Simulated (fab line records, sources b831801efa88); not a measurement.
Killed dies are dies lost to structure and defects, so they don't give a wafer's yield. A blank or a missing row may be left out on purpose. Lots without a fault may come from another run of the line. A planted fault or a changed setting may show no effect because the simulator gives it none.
Tool commonality check | flow sky130 | 12 lots, 36 wafers sampled

WHY IT WAS OPENED
At SKY_LDD_P_CD_MEAS_07 the reading cd_nm is flagged on 2 of 12 lots. Wafers without a fault read 378.8 nm, standard deviation 2.4.
Rule: a lot is flagged when every wafer of it that has a number lies more than 4 standard deviations from that mean, or none has a number. The other lots count as sound.

lot  | measured     | on        | cd_nm (nm), wafer by wafer | flag
L550 | day 18 21:39 | cd_sem-02 | 377.5 378.2 379.0          |
L551 | day 18 22:32 | cd_sem-01 | 384.0 385.7 381.9          |
L552 | day 19 21:53 | cd_sem-01 | 377.9 377.8 377.1          |
L555 | day 21 05:52 | cd_sem-01 | 375.7 376.6 376.5          |
L556 | day 21 15:51 | cd_sem-01 | 378.7 377.4 376.2          |
L557 | day 22 01:11 | cd_sem-02 | 382.0 381.5 384.0          |
L558 | day 22 02:47 | cd_sem-02 | 379.4 380.6 379.9          |
L561 | day 23 06:45 | cd_sem-01 | 350.6 351.4 352.4          | FLAGGED
L563 | day 24 05:02 | cd_sem-02 | 352.0 351.8 351.1          | FLAGGED
L571 | day 26 19:00 | cd_sem-02 | 376.7 377.7 378.0          |
L572 | day 26 21:02 | cd_sem-01 | 377.3 377.7 376.0          |
L573 | day 27 01:35 | cd_sem-01 | 380.1 382.0 379.6          |
The numbers of the flagged lots are 351.6 nm on average: -27.2 nm against the usual, or -11 standard deviations.

WHICH TOOL RAN EACH LOT
The record holds 1 process step before the reading, out of a route of 708 steps. In each cell: the tool, then ch and the chambers that the sampled wafers went through, then the start.
lot  | flag    | SKY_LDD_P_COAT_02
L550 |         | litho_track-03 ch 0, day 18 06:35
L551 |         | litho_track-03 ch 0, day 18 07:32
L552 |         | litho_track-01 ch 0, day 19 05:30
L555 |         | litho_track-02 ch 0, day 20 14:04
L556 |         | litho_track-03 ch 0, day 21 00:50
L557 |         | litho_track-02 ch 0, day 21 10:32
L558 |         | litho_track-01 ch 0, day 21 12:06
L561 | FLAGGED | litho_track-01 ch 0, day 22 16:15
L563 | FLAGGED | litho_track-01 ch 0, day 23 14:03
L571 |         | litho_track-01 ch 0, day 26 04:06
L572 |         | litho_track-03 ch 0, day 26 06:26
L573 |         | litho_track-02 ch 0, day 26 11:17
What these steps do:
- SKY_LDD_P_COAT_02: resist thk 1140 nm.
- SKY_LDD_P_CD_MEAS_07: target cd 380 nm.

FLAGGED OVER TOTAL, TOOL BY TOOL (the gauges that took the reading come last)
step                 | tool           | lots run | flagged | share of the flagged lots | sound lots run after its first flagged lot
SKY_LDD_P_COAT_02    | litho_track-01 | 5        | 2       | all                       | 1 (L571)
SKY_LDD_P_COAT_02    | litho_track-02 | 3        | 0       | none                      | -
SKY_LDD_P_COAT_02    | litho_track-03 | 4        | 0       | none                      | -
SKY_LDD_P_CD_MEAS_07 | cd_sem-01      | 7        | 1       | some                      | 2 (L572,L573)
SKY_LDD_P_CD_MEAS_07 | cd_sem-02      | 5        | 1       | some                      | 1 (L571)

WHAT THE TABLE ALLOWS
1 row of the table ran every flagged lot: litho_track-01 at SKY_LDD_P_COAT_02.
- litho_track-01 at SKY_LDD_P_COAT_02: 2 of its 5 lots flagged. Sound lots ran on it after the first flagged one (L571), which a lasting fault on the whole tool wouldn't allow.
No row of the table ran every flagged lot and no sound lot after the first.

WHAT THE SIMULATOR HAD PUT IN
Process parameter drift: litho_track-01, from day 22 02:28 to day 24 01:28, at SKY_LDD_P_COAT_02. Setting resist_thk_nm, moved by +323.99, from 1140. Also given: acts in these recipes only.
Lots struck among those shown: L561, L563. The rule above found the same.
